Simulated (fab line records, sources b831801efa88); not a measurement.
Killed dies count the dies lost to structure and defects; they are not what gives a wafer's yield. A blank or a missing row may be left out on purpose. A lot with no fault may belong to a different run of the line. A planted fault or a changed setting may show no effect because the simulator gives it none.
A struck lot beside a sound one + flow gf180mcu + 16 steps out of a route of 602
Sound: these wafers, L873.1, L873.2, L873.4. The struck wafers were L879.4, L879.5, L879.6. The cause is given at the end.
Order at every step that has rows: each side's tool, ch and its chambers, its first start. Under that, the readings that differ: sound wafers + struck wafers + difference of the means + sigmas: that difference in standard deviations of wafers without a fault.
alike: words and numbers the same on both sides, and readings whose means are apart by under 2 such deviations; not compared: readings that were withheld, readings missing a value for some wafer, numbers with overlapping values and no deviation given by the record, and bounds like >300 which may hide the same value.
The two part at a step that has a row with sigmas, a row that says differs or no value, or rows on one side only. When numbers do not overlap yet have no deviation, they are printed without sigmas and do not part them. Lack of a reading on every wafer of one side parts them only where that side has two or more wafers.

first, 4 steps without rows for these wafers: GF_M1_SOFTBAKE_10 (time 60 s); GF_M1_EXPOSE_11 (exposes mask Metal1, target cd 230 nm); GF_M1_PEB_12 (peb time 90 s); GF_M1_DEVELOP_13 (develop time 60 s).
GF_M1_CD_MEAS_14: target cd 230 nm.
  struck on cdSem-01, day 20 02:28; sound on cdSem-02, day 18 02:36
  alike: cdNm
GF_M1_OVL_MEAS_15:
  struck on overlay-02, day 20 02:32; sound on overlay-02, day 18 02:43
  alike: M1_OVL
GF_M1_METAL_ETCH_16: etches the open film in Cl2/BCl3, stops on SiO2, target depth 750.8 nm, time 125.1 s.
  sound on rieMetal-04 ch 0,1, day 18 02:45; struck on rieMetal-01 ch 0,1, day 20 02:35
  alike: drypumpMotorCurrentA, oesProductAu, throttleValvePct
  not compared: rfHoursCounterH
GF_M1_STRIP_17: strips in O2/N2.
  sound on plasmaAsher-04 ch 0,1, day 18 02:53; struck on plasmaAsher-02 ch 0,1, day 20 02:43
  alike: drypumpMotorCurrentA, heaterPowerW, oesProductAu, stripTimeToEndpointS
  not compared: rfHoursCounterH
then, 3 steps without rows for these wafers: GF_M1_STRIP_18 (strips in post etch residue remover, time 1200 s); GF_M1_CLEAN_19 (cleans in DIW); GF_V1_CVD_00 (deposits SiO2, target thk 600 nm, time 100 s).
GF_V1_THK_MEAS_01:
  struck on filmMetro-02, day 20 03:19; sound on filmMetro-03, day 18 03:33
  alike: V1_CVD_00_THK
GF_V1_CVD_02: deposits SiO2 from TEOS, target thk 850 nm, time 94.851 s.
  sound on pecvd-01 ch 1,2, day 18 03:37; struck on pecvd-04 ch 0,1,2, day 20 03:23
| reading                            | sound             | struck            | difference | sigmas |
|------------------------------------|-------------------|-------------------|------------|--------|
| runLengthS (s)                     | 122.3 122.2 122.1 | 126.3 127.5 126.6 | +4.6       | +9     |
| model.SiO2_of_V1_CVD_02.thkNm (nm) | 851 850.9 876.8   | 895 892.5 880.6   | +30        |        |
  alike: heaterPowerW
GF_V1_THK_MEAS_03:
  struck on filmMetro-01, day 20 03:27; sound on filmMetro-02, day 18 03:41
  alike: V1_CVD_02_THK
GF_V1_CMP_04: polishes SiO2.
  sound on cmp-02 ch 0,1,2, day 18 03:44; struck on cmp-02 ch 0,1,3, day 20 03:43
  alike: headPressurePsi, motorCurrentA, retainingRingPressureFrac, timeToEndpointS
next, for these wafers, 1 step has no rows: GF_PASSIVATION_PROBE_99.

## WHERE THEY PART
GF_V1_CVD_02 only, going by this record. Later steps at which nothing parts them and some readings are alike: GF_V1_THK_MEAS_03, GF_V1_CMP_04.

WHY: what the simulator had put in
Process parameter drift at GF_V1_CVD_02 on pecvd-04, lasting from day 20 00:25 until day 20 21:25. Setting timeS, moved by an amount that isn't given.
